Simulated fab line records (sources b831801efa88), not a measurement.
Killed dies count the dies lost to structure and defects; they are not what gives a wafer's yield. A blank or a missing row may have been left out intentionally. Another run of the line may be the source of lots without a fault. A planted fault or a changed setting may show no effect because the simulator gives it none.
The same fault as seen by 2 desks :: flow sky130 :: only its own numbers are on each desk; what lay behind them is given at the end

== AT THE METROLOGY DESK ==
Lot by lot, what the gauges showed, no matter which tool ran the lot: averages of those sampled wafers that carry a number. Any lot whose mean is over 4 standard deviations away from the usual mean is out of limits and marked OUT; that distance is given in the brackets.
Columns: A = VIA3_W_RS at SKY_VIA3_RS_MEAS_22, usual 0.2943 ohm/sq; B = VIA3_W_THK at SKY_VIA3_THK_MEAS_23, usual 398 nm
lot: L578
first seen here: day 39 14:23
A: 0.2961
B: 392

lot: L583
first seen here: day 42 02:14
A: 0.2911
B: 403

lot: L591
first seen here: day 43 09:16
A: 0.2904
B: 405

lot: L594
first seen here: day 44 05:38
A: 0.2975
B: 396

lot: L599
first seen here: day 45 05:09
A: 0.2937
B: 396
This desk found nothing out of limits on any of the 5 lots.

== THE TOOL OWNER'S DESK: pvdSputter-02 ==
At SKY_METAL4_SPUTTER_01 (material TiN, target thk 20 nm, time 16.7 s) the tool's own readings: per lot run on this tool, the mean of the sampled wafers that have a number. Any lot whose mean is over 4 standard deviations away from the usual mean is out of limits and marked OUT; that distance is given in the brackets.
Columns: A = throttleValvePct at SKY_METAL4_SPUTTER_01, usual 30.2 %
lot: L578
first seen here: day 39 14:50
A: 30.3

lot: L599
first seen here: day 45 05:38
A: 30.2
This desk found nothing out of limits on any of the 2 lots.

== PUT TOGETHER ==
At the metrology desk, nothing out of limits was observed.
The tool owner's desk saw nothing out of limits.

== WHAT THE SIMULATOR PUT IN ==
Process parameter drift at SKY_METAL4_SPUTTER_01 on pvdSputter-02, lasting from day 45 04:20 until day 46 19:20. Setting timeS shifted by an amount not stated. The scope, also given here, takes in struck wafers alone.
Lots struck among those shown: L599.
